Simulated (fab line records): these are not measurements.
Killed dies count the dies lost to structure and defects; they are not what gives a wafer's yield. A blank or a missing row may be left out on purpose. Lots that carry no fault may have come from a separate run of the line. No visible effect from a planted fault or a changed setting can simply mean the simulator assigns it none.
fab line records ; flow gf180mcu
record: lots: 14; wafers: 42; last_day: 34
route steps=602 shown STI@1 LVPWELL@65 HV_LDD@180
lots with no fault: from the same line, run without faults
start_h: the number of hours between the record's first day and the start of the first shown wafer of the lot ; wait_h: hours since the lot's step before ; " same as the row above ; L1.1+2: a row that stands for several wafers ; - no value, or no start was given ; * or withheld: withheld ; < > ~ a bound
route shown NAME@n: names a module that has steps shown in the file, with the first one's number in the route ; usual: the fault-free wafers' mean and standard deviation ; same: alike in all rows ; chamber/n: place in a boat ; sites: readings site by site ; _std_site: the values' standard deviation ; _edge_site: mean of outer sites minus mean of inner sites ; radius_mm: for every site, how far away it sits from the centre of the wafer ; mask NAME#n: copy n ; behind: the tool/chamber that last shaped the wafer ; hold: the reason the lot was held/the length of the hold in hours/how it ended ; device: transistor that didn't switch, given as n, p or np ; end of line: the route-end tests of the same wafers ; a step with no rows: only its recipe ; killed: dies lost to structure and defects at the first sort, not the wafer's yield ; map: per-die view of a wafer (x killed, . not killed, _ where there is no die)
set.NAME: the setting the step ran with; set.NAME@STEP: the setting that earlier step ran with ; model.NAME: the simulator's own value behind a step, which no gauge read
route steps across a sampled set of lots; one table per step, one row per wafer
services: the hour from which a tool's chamber was out of use, counted from the record's first day as start_h (under 0 if before that day), plus the number of hours and why
== steps ==
step: GF_STI_BOW_MEAS_00
recipe: mode: bow
usual: INCOMING_BOW: 1/6.3
lot.wafer;tool;chamber;start_h;wait_h;INCOMING_BOW[um]
L731.1;film_metro-01;-;10.00;-;-15
L731.3;film_metro-01;-;10.00;-;-9
L731.5;film_metro-01;-;10.00;-;5
L732.1;film_metro-01;-;15.00;-;1
L732.2;film_metro-01;-;15.00;-;-1
L732.4;film_metro-01;-;15.00;-;-4
L733.2;film_metro-01;-;20.02;-;7
L733.3;film_metro-01;-;20.02;-;-4
L733.5;film_metro-01;-;20.02;-;-3
L734.3;film_metro-01;-;25.04;-;-7
L734.4;film_metro-01;-;25.04;-;-4
L734.6;film_metro-01;-;25.04;-;-5
L735.1;film_metro-02;-;30.00;-;15
L735.2;film_metro-02;-;30.00;-;10
L735.6;film_metro-02;-;30.00;-;-9
L736.2;film_metro-01;-;35.02;-;-13
L736.5;film_metro-01;-;35.02;-;-7
L736.6;film_metro-01;-;35.02;-;3
L737.2;film_metro-02;-;40.02;-;10
L737.4;film_metro-02;-;40.02;-;3
L737.6;film_metro-02;-;40.02;-;11
L739.3;film_metro-03;-;50.04;-;13
L739.4;film_metro-03;-;50.04;-;7
L739.5;film_metro-03;-;50.04;-;10
L740.3;film_metro-03;-;55.04;-;-6
L740.4;film_metro-03;-;55.04;-;-8
L740.5;film_metro-03;-;55.04;-;-2
L741.4;film_metro-01;-;60.06;-;-1
L741.5;film_metro-01;-;60.06;-;-5
L741.6;film_metro-01;-;60.06;-;6
L751.1;film_metro-03;-;110.00;-;-2
L751.2;film_metro-03;-;110.00;-;-4
L751.4;film_metro-03;-;110.00;-;-2
L752.3;film_metro-03;-;115.04;-;1
L752.4;film_metro-03;-;115.04;-;-1
L752.5;film_metro-03;-;115.04;-;2
L753.2;film_metro-02;-;120.02;-;9
L753.4;film_metro-02;-;120.02;-;0
L753.6;film_metro-02;-;120.02;-;12
L754.1;film_metro-03;-;125.00;-;6
L754.3;film_metro-03;-;125.00;-;-2
L754.4;film_metro-03;-;125.00;-;4
step: GF_STI_THK_MEAS_30
recipe: reads: SiO2_of_STI_OXIDATION_29
usual: STI_OXIDATION_02_THK: 10.03/0.2
lot.wafer;tool;chamber;start_h;wait_h;STI_OXIDATION_02_THK[nm]
L731.1;film_metro-03;-;30.71;0.0;9.81
L731.3;film_metro-03;-;30.71;0.0;9.73
L731.5;film_metro-03;-;30.71;0.0;9.86
L732.1;film_metro-01;-;34.43;0.0;10.38
L732.2;film_metro-01;-;34.43;0.0;10.27
L732.4;film_metro-01;-;34.43;0.0;10.40
L733.2;film_metro-03;-;39.81;0.0;9.68
L733.3;film_metro-03;-;39.81;0.0;9.74
L733.5;film_metro-03;-;39.81;0.0;9.78
L734.3;film_metro-01;-;46.12;0.0;10.04
L734.4;film_metro-01;-;46.12;0.0;9.93
L734.6;film_metro-01;-;46.12;0.0;10.07
L735.1;film_metro-03;-;50.82;0.0;9.75
L735.2;film_metro-03;-;50.82;0.0;9.78
L735.6;film_metro-03;-;50.82;0.0;9.87
L736.2;film_metro-03;-;54.53;0.0;9.89
L736.5;film_metro-03;-;54.53;0.0;10.04
L736.6;film_metro-03;-;54.53;0.0;9.92
L737.2;film_metro-02;-;60.86;0.0;9.85
L737.4;film_metro-02;-;60.86;0.0;9.88
L737.6;film_metro-02;-;60.86;0.0;9.80
L739.3;film_metro-03;-;73.08;0.0;10.02
L739.4;film_metro-03;-;73.08;0.0;10.14
L739.5;film_metro-03;-;73.08;0.0;10.02
L740.3;film_metro-03;-;77.45;0.0;10.30
L740.4;film_metro-03;-;77.45;0.0;10.22
L740.5;film_metro-03;-;77.45;0.0;10.38
L741.4;film_metro-02;-;81.21;0.0;10.22
L741.5;film_metro-02;-;81.21;0.0;10.32
L741.6;film_metro-02;-;81.21;0.0;10.20
L751.1;film_metro-03;-;134.19;0.0;10.11
L751.2;film_metro-03;-;134.19;0.0;10.26
L751.4;film_metro-03;-;134.19;0.0;10.08
L752.3;film_metro-01;-;144.43;0.0;10.11
L752.4;film_metro-01;-;144.43;0.0;10.20
L752.5;film_metro-01;-;144.43;0.0;10.05
L753.2;film_metro-01;-;149.37;0.0;9.96
L753.4;film_metro-01;-;149.37;0.0;10.04
L753.6;film_metro-01;-;149.37;0.0;9.94
L754.1;film_metro-02;-;154.41;0.0;10.00
L754.3;film_metro-02;-;154.41;0.0;10.10
L754.4;film_metro-02;-;154.41;0.0;10.07
step: GF_LVPWELL_TW_MEAS_11
usual: LVPWELL_TW: 564/3.3
lot.wafer;tool;chamber;start_h;wait_h;LVPWELL_TW
L731.1;film_metro-04;-;69.82;0.1;566
L731.3;film_metro-04;-;69.82;0.1;563
L731.5;film_metro-04;-;69.82;0.1;565
L732.1;film_metro-04;-;75.87;0.1;567
L732.2;film_metro-04;-;75.87;0.1;565
L732.4;film_metro-04;-;75.87;0.1;566
L733.2;film_metro-04;-;79.23;0.1;567
L733.3;film_metro-04;-;79.23;0.1;565
L733.5;film_metro-04;-;79.23;0.1;568
L734.3;film_metro-02;-;87.32;0.1;560
L734.4;film_metro-02;-;87.32;0.1;561
L734.6;film_metro-02;-;87.32;0.1;564
L735.1;film_metro-04;-;92.15;0.1;566
L735.2;film_metro-04;-;92.15;0.1;567
L735.6;film_metro-04;-;92.15;0.1;568
L736.2;film_metro-04;-;95.99;0.1;564
L736.5;film_metro-04;-;95.99;0.1;566
L736.6;film_metro-04;-;95.99;0.1;565
L737.2;film_metro-04;-;103.13;0.1;565
L737.4;film_metro-04;-;103.13;0.1;565
L737.6;film_metro-04;-;103.13;0.1;567
L739.3;film_metro-03;-;115.54;0.1;559
L739.4;film_metro-03;-;115.54;0.1;562
L739.5;film_metro-03;-;115.54;0.1;559
L740.3;film_metro-02;-;120.59;0.1;568
L740.4;film_metro-02;-;120.59;0.1;564
L740.5;film_metro-02;-;120.59;0.1;562
L741.4;film_metro-04;-;128.56;0.1;566
L741.5;film_metro-04;-;128.56;0.1;570
L741.6;film_metro-04;-;128.56;0.1;571
L751.1;film_metro-03;-;183.48;0.1;558
L751.2;film_metro-03;-;183.48;0.1;559
L751.4;film_metro-03;-;183.48;0.1;559
L752.3;film_metro-03;-;193.30;0.1;560
L752.4;film_metro-03;-;193.30;0.1;560
L752.5;film_metro-03;-;193.30;0.1;560
L753.2;film_metro-04;-;199.91;0.1;567
L753.4;film_metro-04;-;199.91;0.1;565
L753.6;film_metro-04;-;199.91;0.1;568
L754.1;film_metro-03;-;206.22;0.1;559
L754.3;film_metro-03;-;206.22;0.1;561
L754.4;film_metro-03;-;206.22;0.1;562
step: GF_HV_LDD_EXPOSE_04
recipe: mask_id: Nplus_LV_AREA; target_cd_nm: 400; na: 0.6; source_shape: conventional; sigma_outer: 0.6; dose_mj: 140
usual: exposure_dose_mJ_cm2: 139.93/0.14; focus_offset_nm: 0.0/0.49
lot.wafer;tool;chamber;start_h;wait_h;mask;exposure_dose_mJ_cm2;focus_offset_nm
L731.1;iline_stepper-02;0;210.23;-;Nplus_LV_AREA#0;139.86;0.4
L731.3;iline_stepper-02;0;210.23;-;Nplus_LV_AREA#0;140.00;-0.1
L731.5;iline_stepper-02;0;210.23;-;Nplus_LV_AREA#0;139.90;0.8
L732.1;iline_stepper-01;0;218.59;-;Nplus_LV_AREA#0;139.90;-0.4
L732.2;iline_stepper-01;0;218.59;-;Nplus_LV_AREA#0;139.87;0.0
L732.4;iline_stepper-01;0;218.59;-;Nplus_LV_AREA#0;140.09;0.3
L733.2;iline_stepper-01;0;220.00;-;Nplus_LV_AREA#0;139.98;-0.6
L733.3;iline_stepper-01;0;220.00;-;Nplus_LV_AREA#0;139.94;-0.6
L733.5;iline_stepper-01;0;220.00;-;Nplus_LV_AREA#0;139.94;-0.5
L734.3;iline_stepper-02;0;228.34;-;Nplus_LV_AREA#0;140.15;-0.8
L734.4;iline_stepper-02;0;228.34;-;Nplus_LV_AREA#0;140.02;0.3
L734.6;iline_stepper-02;0;228.34;-;Nplus_LV_AREA#0;140.12;-0.7
L735.1;iline_stepper-02;0;237.96;-;Nplus_LV_AREA#0;139.91;-0.2
L735.2;iline_stepper-02;0;237.96;-;Nplus_LV_AREA#0;140.32;-0.2
L735.6;iline_stepper-02;0;237.96;-;Nplus_LV_AREA#0;139.88;-0.2
L736.2;iline_stepper-02;0;242.40;-;Nplus_LV_AREA#0;139.67;0.4
L736.5;iline_stepper-02;0;242.40;-;Nplus_LV_AREA#0;139.94;-0.2
L736.6;iline_stepper-02;0;242.40;-;Nplus_LV_AREA#0;139.86;0.6
L737.2;iline_stepper-01;0;249.07;-;Nplus_LV_AREA#0;139.65;-0.3
L737.4;iline_stepper-01;0;249.07;-;Nplus_LV_AREA#0;140.00;0.2
L737.6;iline_stepper-01;0;249.07;-;Nplus_LV_AREA#0;139.77;0.4
L739.3;iline_stepper-01;0;267.49;-;Nplus_LV_AREA#0;139.88;0.0
L739.4;iline_stepper-01;0;267.49;-;Nplus_LV_AREA#0;139.67;0.0
L739.5;iline_stepper-01;0;267.49;-;Nplus_LV_AREA#0;139.81;0.8
L740.3;iline_stepper-02;-;271.97;-;Nplus_LV_AREA#0;-;-
L740.4;iline_stepper-02;-;271.97;-;Nplus_LV_AREA#0;-;-
L740.5;iline_stepper-02;-;271.97;-;Nplus_LV_AREA#0;-;-
L741.4;iline_stepper-01;-;284.14;-;Nplus_LV_AREA#0;-;-
L741.5;iline_stepper-01;-;284.14;-;Nplus_LV_AREA#0;-;-
L741.6;iline_stepper-01;-;284.14;-;Nplus_LV_AREA#0;-;-
L751.1;iline_stepper-02;0;357.83;-;Nplus_LV_AREA#0;140.02;-0.4
L751.2;iline_stepper-02;0;357.83;-;Nplus_LV_AREA#0;140.14;0.8
L751.4;iline_stepper-02;0;357.83;-;Nplus_LV_AREA#0;139.92;-0.3
L752.3;iline_stepper-01;0;366.89;-;Nplus_LV_AREA#0;139.88;0.5
L752.4;iline_stepper-01;0;366.89;-;Nplus_LV_AREA#0;139.91;0.6
L752.5;iline_stepper-01;0;366.89;-;Nplus_LV_AREA#0;140.02;0.5
L753.2;iline_stepper-02;0;376.32;-;Nplus_LV_AREA#0;139.99;0.0
L753.4;iline_stepper-02;0;376.32;-;Nplus_LV_AREA#0;139.92;-0.4
L753.6;iline_stepper-02;0;376.32;-;Nplus_LV_AREA#0;139.74;-1.2
L754.1;iline_stepper-01;0;385.13;-;Nplus_LV_AREA#0;139.86;-0.8
L754.3;iline_stepper-01;0;385.13;-;Nplus_LV_AREA#0;139.98;0.2
L754.4;iline_stepper-01;0;385.13;-;Nplus_LV_AREA#0;139.80;0.1
== services ==
tool;chamber;start_h;hours;kind
iline_stepper-01;-;209.80;2.1;pm
iline_stepper-02;0;211.69;-;calibration
iline_stepper-01;-;211.88;-;consumable_replace:lamp
iline_stepper-01;-;237.88;1.7;pm
iline_stepper-02;-;242.93;1.7;pm
iline_stepper-01;-;251.85;3.8;repair
iline_stepper-01;0;279.76;-;calibration
iline_stepper-02;-;307.41;4.2;repair
== key ==
first_sign: step: GF_HV_LDD_EXPOSE_04; reading: tool_record; direction: missing
effect none on later readings
met_at GF_HV_LDD_EXPOSE_04
struck_lots L740,L741
later_rows_left_out L740.3,L740.4,L740.5,L741.4,L741.5,L741.6
sort_left_out L740.3,L740.4,L740.5,L741.4,L741.5,L741.6
tester_left_out L740,L741
not_acting_at GF_STI_BOW_MEAS_00,GF_STI_THK_MEAS_30,GF_LVPWELL_TW_MEAS_11
onset_between 267.49 271.97
fault: kind: skipped_step_whole; tool: iline_stepper-01,iline_stepper-02; chamber: -; onset_h: 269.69; steps: GF_HV_LDD_EXPOSE_04; scope: struck_lots_only
tester_left_out: of these lots the tester's yield and bins aren't shown, on N5 and GAA mostly nor the transistor test; their killed dies are dies lost to structure and defects alone, not to doping, threshold or leakage, so they don't give the yield
sort_left_out: the simulated sort isn't trusted on such a fault, so these wafers' sort isn't shown, and their yield isn't known
later_rows_left_out: the simulator's readings of these wafers behind a module that went badly wrong aren't trusted and aren't shown, but for the sort
